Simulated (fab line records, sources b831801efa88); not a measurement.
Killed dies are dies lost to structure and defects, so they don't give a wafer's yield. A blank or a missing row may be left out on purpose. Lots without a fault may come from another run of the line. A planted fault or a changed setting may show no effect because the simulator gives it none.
fab line records | flow sky130
record lots=7 wafers=21 last_day=50
route steps=708 shown METAL4@600 CAP2M@603
lots that met no fault: from a run of the same line without faults
start_h: hours from the record's first day to the start of the lot's first wafer shown | wait_h: hours since the lot's step before | " the same as in the row above | L1.1+2: a row that stands for several wafers | - no value, or no start given | * or withheld: withheld | < > ~ a bound
route shown NAME@n: a module of which the file shows steps, and the number in the route of the first | usual: mean/standard deviation of fault-free wafers | same: alike in all rows | chamber/n: place in a boat | sites: the reading at each site | _std_site: their standard deviation | _edge_site: outer sites' mean less inner sites' | radius_mm: how far each site lies from the wafer's centre | mask NAME#n: copy n | behind: the tool/chamber that last shaped the wafer | hold: why the lot was held/for how many hours/how that ended | device: the transistor (n, p or np) that didn't switch | end of line: the same wafers' tests at the end of the route | a step without rows: its recipe alone | killed: dies lost to structure and defects at the first sort, not the wafer's yield | map: a wafer's dies, x killed, . not, _ none there
set.NAME: the setting as run; set.NAME@STEP: as run at that earlier step | model.NAME: the simulator's own value behind a step, which no gauge read
lots at some steps of the route; a table a step, a row a wafer
services: from which hour (start_h, from the record's first day; less than 0 if before it) a tool's chamber was out of use, for how many hours, and why
## steps
# step SKY_METAL4_SPUTTER_02
# recipe material=AlCu target_thk_nm=735 power_w=10600 time_s=39.1 chamber_pressure_pa=0.4
# usual throttle_valve_pct=30.3/0.8
# columns lot.wafer tool chamber start_h wait_h throttle_valve_pct
L671.2 pvd_sputter-04 - 966.73 0.0 30.8
L671.3 " - " " 29.9
L671.5 " - " " 29.5
L672.2 pvd_sputter-04 - 977.13 0.0 30.9
L672.3 " - " " 30.8
L672.5 " - " " 29.5
L678.1 pvd_sputter-02 - 1025.02 0.0 31.5
L678.2 " - " " 31.4
L678.6 " - " " 31.3
L680.2 pvd_sputter-03 - 1031.94 0.0 29.7
L680.3 " - " " 29.1
L680.5 " - " " 29.3
L681.4 pvd_sputter-04 - 1034.51 0.0 31.1
L681.5 " - " " 29.7
L681.6 " - " " 30.7
L685.2 pvd_sputter-04 - 1066.74 0.0 31.2
L685.4 " - " " 30.5
L685.5 " - " " 29.8
L689.1 pvd_sputter-03 - 1083.85 0.0 30.8
L689.5 " - " " 29.7
L689.6 " - " " 29.5
# step SKY_METAL4_SPUTTER_03
# recipe material=Ti target_thk_nm=5 power_w=3000 time_s=3.3 chamber_pressure_pa=0.4
# usual throttle_valve_pct=30.3/0.79
# columns lot.wafer tool chamber start_h wait_h throttle_valve_pct
L671.2 pvd_sputter-04 - 966.77 0.0 30.8
L671.3 " - " " 29.9
L671.5 " - " " 29.6
L672.2 pvd_sputter-04 - 977.17 0.0 31.4
L672.3 " - " " 30.9
L672.5 " - " " 29.6
L678.1 pvd_sputter-02 - 1025.06 0.0 31.2
L678.2 " - " " 31.4
L678.6 " - " " 31.3
L680.2 pvd_sputter-03 - 1031.98 0.0 29.7
L680.3 " - " " 29.1
L680.5 " - " " 29.4
L681.4 pvd_sputter-04 - 1034.55 0.0 31.3
L681.5 " - " " 29.4
L681.6 " - " " 30.8
L685.2 pvd_sputter-04 - 1066.78 0.0 31.3
L685.4 " - " " 30.7
L685.5 " - " " 29.5
L689.1 pvd_sputter-03 - 1083.89 0.0 30.7
L689.5 " - " " 29.8
L689.6 " - " " 29.4
# step SKY_METAL4_SPUTTER_04
# recipe material=TiN target_thk_nm=70 power_w=6500 time_s=58.3 chamber_pressure_pa=0.4
# usual throttle_valve_pct=30.3/0.8
# columns lot.wafer tool chamber start_h wait_h throttle_valve_pct
L671.2 pvd_sputter-04 - 966.79 0.0 31.0
L671.3 " - " " 29.6
L671.5 " - " " 29.8
L672.2 pvd_sputter-04 - 977.19 0.0 31.6
L672.3 " - " " 30.9
L672.5 " - " " 29.3
L678.1 pvd_sputter-02 - 1025.08 0.0 31.3
L678.2 " - " " 31.6
L678.6 " - " " 31.4
L680.2 pvd_sputter-03 - 1032.00 0.0 29.7
L680.3 " - " " 29.5
L680.5 " - " " 29.4
L681.4 pvd_sputter-04 - 1034.57 0.0 31.2
L681.5 " - " " 29.6
L681.6 " - " " 30.7
L685.2 pvd_sputter-04 - 1066.80 0.0 31.2
L685.4 " - " " 30.8
L685.5 " - " " 29.6
L689.1 pvd_sputter-03 - 1083.91 0.0 30.5
L689.5 " - " " 29.9
L689.6 " - " " 29.5
# step SKY_CAP2M_CVD_00
# recipe material=SiO2 target_thk_nm=15.5 temp_c=400 time_s=withheld rf_w=450
# usual heater_power_w=666/91
# columns lot.wafer tool chamber start_h wait_h heater_power_w
L671.2 pecvd-01 1 966.84 0.0 710
L671.3 " 0 " " 835
L671.5 " 2 " " 612
L672.2 pecvd-03 0 977.24 0.0 608
L672.3 " 2 " " 672
L672.5 " 0 " " 598
L678.1 pecvd-03 2 1025.13 0.0 623
L678.2 " 1 " " 680
L678.6 " 0 " " 657
L680.2 pecvd-04 1 1032.05 0.0 850
L680.3 " 0 " " 556
L680.5 " 1 " " 857
L681.4 pecvd-03 2 1034.63 0.0 657
L681.5 " 1 " " 631
L681.6 " 0 " " 612
L685.2 pecvd-04 1 1066.85 0.0 814
L685.4 " 1 " " 829
L685.5 " 0 " " 496
L689.1 pecvd-04 0 1083.96 0.0 597
L689.5 " 1 " " 746
L689.6 " 0 " " 607
# step SKY_CAP2M_THK_MEAS_01
# recipe reads=SiO2_of_CAP2M_CVD_00
# usual CAP2M_CVD_00_THK=15.50/0.21
# columns lot.wafer tool chamber start_h wait_h CAP2M_CVD_00_THK[nm]
L671.2 film_metro-04 - 966.87 - 15.37
L671.3 " - " " 15.28
L671.5 " - " " 15.62
L672.2 film_metro-03 - 977.27 - 15.60
L672.3 " - " " 15.36
L672.5 " - " " 15.91
L678.1 film_metro-03 - 1025.15 - 15.58
L678.2 " - " " 15.38
L678.6 " - " " 15.84
L680.2 film_metro-04 - 1032.09 - 15.26
L680.3 " - " " 15.55
L680.5 " - " " 15.49
L681.4 film_metro-01 - 1034.67 - 15.50
L681.5 " - " " 15.63
L681.6 " - " " 15.50
L685.2 film_metro-01 - 1066.88 - 15.47
L685.4 " - " " 15.80
L685.5 " - " " 15.62
L689.1 film_metro-01 - 1083.98 - 15.47
L689.5 " - " " 15.64
L689.6 " - " " 15.58
# step SKY_CAP2M_SPUTTER_02
# recipe material=TiN target_thk_nm=200 temp_c=300 power_w=6500 time_s=166.7 chamber_pressure_pa=0.4
# usual throttle_valve_pct=30.0/0.99
# columns lot.wafer tool chamber start_h wait_h throttle_valve_pct
L671.2 pvd_sputter-01 - 966.92 0.0 29.0
L671.3 " - " " 31.5
L671.5 " - " " 31.2
L672.2 pvd_sputter-03 - 977.32 0.0 30.2
L672.3 " - " " 29.5
L672.5 " - " " 29.5
L678.1 pvd_sputter-01 - 1025.21 0.1 28.4
L678.2 " - " " 31.3
L678.6 " - " " 31.3
L680.2 pvd_sputter-01 - 1032.14 0.0 28.8
L680.3 " - " " 31.3
L680.5 " - " " 28.4
L681.4 pvd_sputter-03 - 1034.70 0.0 30.7
L681.5 " - " " 30.7
L681.6 " - " " 29.8
L685.2 pvd_sputter-01 - 1066.93 0.0 28.7
L685.4 " - " " 31.3
L685.5 " - " " 28.5
L689.1 pvd_sputter-01 - 1084.04 0.1 31.3
L689.5 " - " " 31.0
L689.6 " - " " 30.6
# step SKY_CAP2M_RS_MEAS_03
# recipe thk_meas_gauge=four-point-probe reads=TiN_of_CAP2M_SPUTTER_02
# usual CAP2M_TIN_RS=6.95/0.086
# columns lot.wafer tool chamber start_h wait_h CAP2M_TIN_RS[ohm/sq]
L671.2 film_metro-01 - 967.05 0.1 6.87
L671.3 " - " " 6.88
L671.5 " - " " 6.88
L672.2 film_metro-04 - 977.45 0.1 7.11
L672.3 " - " " 7.06
L672.5 " - " " 7.05
L678.1 film_metro-01 - 1025.32 0.1 6.96
L678.2 " - " " 6.93
L678.6 " - " " 6.93
L680.2 film_metro-03 - 1032.27 0.1 6.94
L680.3 " - " " 6.98
L680.5 " - " " 6.99
L681.4 film_metro-01 - 1034.87 0.1 6.99
L681.5 " - " " 7.01
L681.6 " - " " 6.97
L685.2 film_metro-04 - 1067.06 0.1 6.89
L685.4 " - " " 6.90
L685.5 " - " " 6.94
L689.1 film_metro-04 - 1084.15 0.1 6.87
L689.5 " - " " 6.93
L689.6 " - " " 6.84
# step SKY_CAP2M_THK_MEAS_04
# recipe thk_meas_gauge=xrf reads=TiN_of_CAP2M_SPUTTER_02
# usual CAP2M_TIN_THK=197.1/2.7
# columns lot.wafer tool chamber start_h wait_h CAP2M_TIN_THK[nm]
L671.2 film_metro-01 - 967.16 0.1 199.5
L671.3 " - " " 200.2
L671.5 " - " " 200.0
L672.2 film_metro-04 - 977.56 0.1 193.4
L672.3 " - " " 194.8
L672.5 " - " " 195.6
L678.1 film_metro-01 - 1025.44 0.1 197.7
L678.2 " - " " 199.5
L678.6 " - " " 198.6
L680.2 film_metro-03 - 1032.38 0.1 197.4
L680.3 " - " " 196.5
L680.5 " - " " 194.8
L681.4 film_metro-01 - 1034.96 0.1 196.3
L681.5 " - " " 197.5
L681.6 " - " " 197.9
L685.2 film_metro-04 - 1067.17 0.1 198.4
L685.4 " - " " 197.8
L685.5 " - " " 197.5
L689.1 film_metro-04 - 1084.27 0.1 199.3
L689.5 " - " " 197.7
L689.6 " - " " 200.6
# step SKY_CAP2M_DEHYDRATE_05
# recipe temp_c=200 time_s=60
# step SKY_CAP2M_HMDS_06
# recipe prime_time_s=60 prime_temp_c=120
# step SKY_CAP2M_COAT_07
# recipe resist=NOVOLAK spin_rpm=3000 resist_thk_nm=1140
# step SKY_CAP2M_SOFTBAKE_08
# recipe temp_c=90 time_s=60 resist=NOVOLAK
# step SKY_CAP2M_EXPOSE_09
# recipe mask_id=CAP2M na=0.6 source_shape=conventional sigma_outer=0.6 polarization=unpolarized target_cd_nm=1000 dose_mj=159
# usual exposure_dose_mJ_cm2=158.96/0.17 focus_offset_nm=0.0/0.55 stage_vel_mm_s=500.07/0.26
# columns lot.wafer tool chamber start_h wait_h mask exposure_dose_mJ_cm2 focus_offset_nm stage_vel_mm_s
L671.2 iline_stepper-02 0 978.96 - CAP2M#0 158.86 0.5 500.21
L671.3 " 0 " " CAP2M#0 159.08 0.7 500.19
L671.5 " 0 " " CAP2M#0 158.97 0.7 499.98
L672.2 iline_stepper-01 0 989.02 - CAP2M#0 158.70 0.0 500.45
L672.3 " 0 " " CAP2M#0 158.96 0.2 499.67
L672.5 " 0 " " CAP2M#0 158.82 0.2 500.15
L678.1 iline_stepper-02 - 1036.41 - CAP2M#0 - - -
L678.2 " - " " CAP2M#0 - - -
L678.6 " - " " CAP2M#0 - - -
L680.2 iline_stepper-01 - 1044.03 - CAP2M#0 - - -
L680.3 " - " " CAP2M#0 - - -
L680.5 " - " " CAP2M#0 - - -
L681.4 iline_stepper-02 - 1046.37 - CAP2M#0 - - -
L681.5 " - " " CAP2M#0 - - -
L681.6 " - " " CAP2M#0 - - -
L685.2 iline_stepper-02 0 1077.45 - CAP2M#0 158.79 -0.3 499.98
L685.4 " 0 " " CAP2M#0 158.84 -0.1 500.04
L685.5 " 0 " " CAP2M#0 159.07 0.0 500.14
L689.1 iline_stepper-02 0 1094.97 - CAP2M#0 159.25 0.3 500.26
L689.5 " 0 " " CAP2M#0 159.03 0.4 500.29
L689.6 " 0 " " CAP2M#0 158.97 0.6 500.41
# step SKY_CAP2M_PEB_10
# recipe temp_c=withheld time_s=* resist=NOVOLAK
## services
# columns tool chamber start_h hours kind
iline_stepper-02 0 944.71 - calibration
iline_stepper-02 - 955.22 0.6 repair
pvd_sputter-01 - 959.15 2.2 repair
iline_stepper-01 - 976.94 3.3 repair
pecvd-01 1 977.98 2.1 scheduled_down
pecvd-04 - 988.55 0.9 repair
pecvd-03 - 989.57 6.0 pm
pecvd-01 - 993.65 6.0 pm
iline_stepper-02 - 995.82 1.7 pm
pecvd-04 2 996.95 4.0 repair
pecvd-04 1 1000.99 - clean
pecvd-04 1 1000.99 - consumable_replace:showerhead
pecvd-04 1 1000.99 29.0 scheduled_down
pecvd-04 1 1000.99 29.0 vent_cycle
pecvd-01 - 1016.94 1.7 repair
pecvd-04 2 1031.72 2.1 scheduled_down
pecvd-01 2 1038.24 5.0 scheduled_down
pecvd-03 0 1044.02 2.1 scheduled_down
pvd_sputter-03 - 1046.33 5.4 repair
pecvd-01 - 1048.96 23.7 repair
iline_stepper-01 - 1053.36 4.4 pm
iline_stepper-01 - 1057.81 1.7 pm
pecvd-04 1 1091.84 - calibration
## key
first_sign step=SKY_CAP2M_EXPOSE_09 reading=tool_record direction=missing
effect none on later readings
met_at SKY_CAP2M_EXPOSE_09
struck_wafers L678.1,L678.2,L678.6,L680.2,L680.3,L680.5,L681.4,L681.5,L681.6
later_rows_left_out L678.1,L678.2,L678.6,L680.2,L680.3,L680.5,L681.4,L681.5,L681.6
sort_left_out L678.1,L678.2,L678.6,L680.2,L680.3,L680.5,L681.4,L681.5,L681.6
onset_between 989.02 1036.41
fault kind=skipped_step_whole tool=iline_stepper-01,iline_stepper-02 chamber=- onset_h=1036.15 steps=SKY_CAP2M_EXPOSE_09 scope=struck_lots_only
# sort_left_out: the simulated sort isn't trusted on such a fault, so these wafers' sort isn't shown, and their yield isn't known
# later_rows_left_out: the simulator's readings of these wafers behind a module that went badly wrong aren't trusted and aren't shown, but for the sort
